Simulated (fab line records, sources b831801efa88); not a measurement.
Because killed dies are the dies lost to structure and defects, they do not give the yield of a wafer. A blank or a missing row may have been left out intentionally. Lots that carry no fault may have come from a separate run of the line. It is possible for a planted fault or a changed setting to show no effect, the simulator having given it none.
The tool behind it: which one?	flow gf180mcu	Sampling: 24 lots, 72 wafers, 3 of 602 route steps

== WHAT EACH GAUGE READ, for each wafer ==
GF_M3_CD_MEAS_14: the cd target is 280 nm.
lot	measured	on	cd_nm (nm)
L074	day 22 04:23	cd_sem-02	280.7 280.8 280.4
L075	day 22 11:56	cd_sem-02	280.4 279.7 281.5
L076	day 22 19:14	cd_sem-02	279.3 278.9 279.5
L077	day 23 03:37	cd_sem-01	279.3 280.1 280.3
L078	day 23 10:04	cd_sem-01	279.0 278.0 277.6
L079	day 23 19:03	cd_sem-02	280.4 279.8 279.2
L080	day 24 08:32	cd_sem-01	279.6 279.3 278.9
L081	day 24 15:55	cd_sem-02	279.5 280.4 280.4
L082	day 25 00:09	cd_sem-01	277.5 278.4 278.6
L083	day 25 06:38	cd_sem-02	281.1 280.6 279.9
L084	day 25 15:04	cd_sem-01	282.2 282.2 282.3
L085	day 25 17:19	cd_sem-01	278.7 280.4 280.2
L086	day 26 06:13	cd_sem-01	281.7 281.3 282.4
L087	day 26 13:22	cd_sem-01	279.9 279.8 281.4
L088	day 26 21:40	cd_sem-01	283.5 284.0 284.9
L089	day 27 02:55	cd_sem-01	279.1 279.7 279.2
L090	day 27 09:34	cd_sem-02	278.7 278.6 279.6
L091	day 27 16:43	cd_sem-02	281.4 281.2 280.8
L092	day 28 01:05	cd_sem-02	280.7 278.8 280.7
L093	day 28 06:01	cd_sem-01	278.7 279.1 279.4
L094	day 28 18:19	cd_sem-02	282.1 279.8 280.8
L095	day 28 21:59	cd_sem-01	282.1 280.7 279.7
L096	day 29 03:44	cd_sem-02	280.3 280.0 281.5
L097	day 29 08:02	cd_sem-02	281.3 279.8 280.6

== EACH LOT AND THE TOOL THAT RAN IT (in order: tool; ch and the chambers of the sampled wafers; start) ==
lot	GF_CONTACT_ETCH_16	GF_V2_CVD_02
L074	rie_diel-02 ch 0,1,3, day 16 19:38	pecvd-02 ch 0,1,2, day 20 02:11
L075	rie_diel-02 ch 0,3, day 17 02:44	pecvd-02 ch 0,1, day 20 09:11
L076	rie_diel-04 ch 1,2,3, day 17 11:20	pecvd-02 ch 0,1,2, day 20 17:07
L077	rie_diel-04 ch 0,1, day 17 18:17	pecvd-04 ch 0,1, day 21 01:22
L078	rie_diel-01 ch 0,3, day 18 00:53	pecvd-01 ch 0,2, day 21 07:45
L079	rie_diel-04 ch 1,2,3, day 18 10:53	pecvd-04 ch 0,1,2, day 21 17:33
L080	rie_diel-02 ch 0,1,3, day 19 01:28	pecvd-01 ch 0,1,2, day 22 08:11
L081	rie_diel-02 ch 0,1,3, day 19 10:13	pecvd-04 ch 0,1,2, day 22 16:40
L082	rie_diel-04 ch 0,1, day 19 18:19	pecvd-04 ch 0,2, day 23 00:25
L083	rie_diel-02 ch 2,3, day 20 02:40	pecvd-04 ch 0,1,2, day 23 08:24
L084	rie_diel-02 ch 0,3, day 20 10:16	pecvd-01 ch 0,1,2, day 23 15:27
L085	rie_diel-01 ch 1,2,3, day 20 12:40	pecvd-04 ch 0,2, day 23 19:01
L086	rie_diel-04 ch 2,3, day 21 04:11	pecvd-01 ch 0,1,2, day 24 08:43
L087	rie_diel-02 ch 0,1,3, day 21 11:26	pecvd-01 ch 0,1,2, day 24 14:30
L088	rie_diel-01 ch 0,1,3, day 21 22:14	pecvd-04 ch 0,1,2, day 25 01:07
L089	rie_diel-04 ch 2,3, day 22 03:52	pecvd-01 ch 1,2, day 25 06:40
L090	rie_diel-04 ch 0,2,3, day 22 10:32	pecvd-04 ch 0,2, day 25 12:35
L091	rie_diel-02 ch 2,3, day 22 20:07	pecvd-04 ch 0,1,2, day 25 20:47
L092	rie_diel-02 ch 1,2,3, day 23 04:19	pecvd-04 ch 0,1,2, day 26 04:52
L093	rie_diel-02 ch 1,2, day 23 10:43	pecvd-01 ch 0,1,2, day 26 10:09
L094	rie_diel-01 ch 0,3, day 24 01:49	pecvd-01 ch 0,1, day 27 00:16
L095	rie_diel-02 ch 0,2,3, day 24 04:19	pecvd-04 ch 0,1,2, day 27 03:01
L096	rie_diel-01 ch 0,1,3, day 24 12:04	pecvd-01 ch 0,1,2, day 27 09:22
L097	rie_diel-02 ch 1,3, day 24 16:25	pecvd-02 ch 0,1, day 27 14:33
- GF_CONTACT_ETCH_16: etches BARC in N2/H2.
- GF_V2_CVD_02: deposits SiO2 from TEOS, target thk 850 nm, time 94.851 s.

== WHAT THE TOOLS THEMSELVES READ (means of the sampled wafers that have a number; where no wafer has one, the mark that the record gives instead) ==
GF_CONTACT_ETCH_16.
lot	tool	drypump_motor_current_A (A)	n2_flow_sccm (sccm)	oes_product_au (a.u.)	throttle_valve_pct (%)
L074	rie_diel-02	5.7	99.9	0.857	13.224
L075	rie_diel-02	5.9	100.3	0.859	13.227
L076	rie_diel-04	5.4	100.1	0.855	13.225
L077	rie_diel-04	5.0	99.9	0.854	13.218
L078	rie_diel-01	6.3	100.3	0.856	13.221
L079	rie_diel-04	5.4	100.0	0.850	13.214
L080	rie_diel-02	5.7	100.0	0.854	13.229
L081	rie_diel-02	5.7	99.9	0.857	13.235
L082	rie_diel-04	5.0	100.3	0.857	13.229
L083	rie_diel-02	5.5	99.8	0.854	13.226
L084	rie_diel-02	5.9	100.1	0.860	13.231
L085	rie_diel-01	6.2	100.2	0.850	13.230
L086	rie_diel-04	5.8	100.1	0.857	13.227
L087	rie_diel-02	5.7	100.1	0.854	13.228
L088	rie_diel-01	6.3	99.9	0.855	13.228
L089	rie_diel-04	5.8	100.1	0.854	13.226
L090	rie_diel-04	5.8	100.2	0.856	13.229
L091	rie_diel-02	5.1	100.0	0.848	13.219
L092	rie_diel-02	5.3	99.4	0.855	13.227
L093	rie_diel-02	4.9	99.9	0.859	13.215
L094	rie_diel-01	6.2	99.8	0.861	13.222
L095	rie_diel-02	5.5	100.0	0.856	13.221
L096	rie_diel-01	6.3	100.1	0.853	13.225
L097	rie_diel-02	5.8	100.0	0.855	13.231

GF_V2_CVD_02.
lot	tool	heater_power_w (W)
L074	pecvd-02	621
L075	pecvd-02	619
L076	pecvd-02	605
L077	pecvd-04	603
L078	pecvd-01	626
L079	pecvd-04	605
L080	pecvd-01	655
L081	pecvd-04	610
L082	pecvd-04	595
L083	pecvd-04	652
L084	pecvd-01	651
L085	pecvd-04	616
L086	pecvd-01	681
L087	pecvd-01	627
L088	pecvd-04	612
L089	pecvd-01	719
L090	pecvd-04	599
L091	pecvd-04	629
L092	pecvd-04	602
L093	pecvd-01	636
L094	pecvd-01	663
L095	pecvd-04	627
L096	pecvd-01	663
L097	pecvd-02	627

== THE ANSWER, worked out from the rows above alone ==
Rule: what is usual is taken from the lots themselves. The widest of any qualifying gaps counts: lots, ordered by their means at a reading, are off when they make up no more than a third of the lots, leave a main group of 4 or more, and stand apart from it by 3 or more times the standard deviation of that group's means. The tables above print the reading to a certain number of digits; a main group whose means all agree to those digits is not used. Also off: a lot with no number at a reading for which 4 or more lots have one. The other lots that the step has rows for count as sound. Order of review: gauges by route order, followed by the tools' own readings, for which a lot's mean as printed above is used. At the first step where some lot is off, the reading lying furthest off is the one used; lots without a number count as furthest.
None of the lots is off at any reading shown; this tells nothing.

== WHAT WAS PUT IN BY THE SIMULATOR ==
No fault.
